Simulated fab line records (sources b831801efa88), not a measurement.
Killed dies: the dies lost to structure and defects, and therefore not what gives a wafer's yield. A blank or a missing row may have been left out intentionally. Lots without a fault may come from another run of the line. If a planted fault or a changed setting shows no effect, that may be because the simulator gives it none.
A single fault, viewed from 2 desks + flow gf180mcu + each desk has only its own numbers; what lay behind them comes last

## FOR THE TOOL OWNER'S DESK: cmp-01
The tool's own readings at GF_V2_CMP_04 (polishes SiO2): means of the sampled wafers that have a number, for each lot that ran on this tool. Any lot whose mean is over 4 standard deviations away from the usual mean is out of limits and marked OUT; that distance is given in the brackets.
Columns: A = edgeZonePressureFrac at GF_V2_CMP_04, usual 1.000; B = motorCurrentA at GF_V2_CMP_04, usual 11.8 A; C = timeToEndpointS at GF_V2_CMP_04, usual 82 s
| lot  | first seen here | A     | B    | C   |
|------|-----------------|-------|------|-----|
| L855 | day 20 18:50    | 0.996 | 12.9 | 87  |
| L857 | day 21 11:49    | 0.994 | 10.8 | 100 |
| L863 | day 23 21:35    | 0.999 | 11.1 | 80  |
| L865 | day 24 11:25    | 1.002 | 12.0 | 80  |
| L868 | day 25 08:46    | 0.999 | 12.1 | 80  |
| L870 | day 25 22:53    | 0.999 | 12.5 | 77  |
| L871 | day 26 04:50    | 1.000 | 12.1 | 87  |
| L872 | day 26 13:36    | 1.003 | 10.9 | 86  |
Finding of this desk: none of the 8 lots has anything out of limits.

## METROLOGY DESK
What the gauges read, lot by lot, whatever tool the lot ran on: means of the sampled wafers that have a number. Any lot whose mean is over 4 standard deviations away from the usual mean is out of limits and marked OUT; that distance is given in the brackets.
Columns: A = PSD_TW at GF_PSD_TW_MEAS_11, usual 3151; B = V2_OVL at GF_V2_OVL_MEAS_15, usual 0 nm
| lot  | first seen here | A    | B   |
|------|-----------------|------|-----|
| L852 | day 14 13:28    | 3173 | -1  |
| L855 | day 15 13:55    | 3135 | 7   |
| L857 | day 16 05:53    | 3158 | 0   |
| L863 | day 18 15:16    | 3197 | 1   |
| L864 | day 18 22:09    | 3162 | -10 |
| L865 | day 19 07:49    | 3187 | 1   |
| L866 | day 19 14:25    | 3092 | 4   |
| L867 | day 19 21:20    | 3081 | 3   |
| L868 | day 20 06:26    | 3191 | 0   |
| L870 | day 20 20:46    | 3099 | -2  |
| L871 | day 21 05:06    | 3163 | 0   |
| L872 | day 21 13:32    | 3115 | -4  |
| L873 | day 21 21:38    | 3203 | 5   |
| L874 | day 22 08:20    | 3129 | -4  |
Finding of this desk: none of the 14 lots has anything out of limits.

## PUT TOGETHER
The tool owner's desk saw nothing out of limits.
From the metrology desk's view, nothing was out of limits.

## WHAT THE SIMULATOR HAD PUT IN
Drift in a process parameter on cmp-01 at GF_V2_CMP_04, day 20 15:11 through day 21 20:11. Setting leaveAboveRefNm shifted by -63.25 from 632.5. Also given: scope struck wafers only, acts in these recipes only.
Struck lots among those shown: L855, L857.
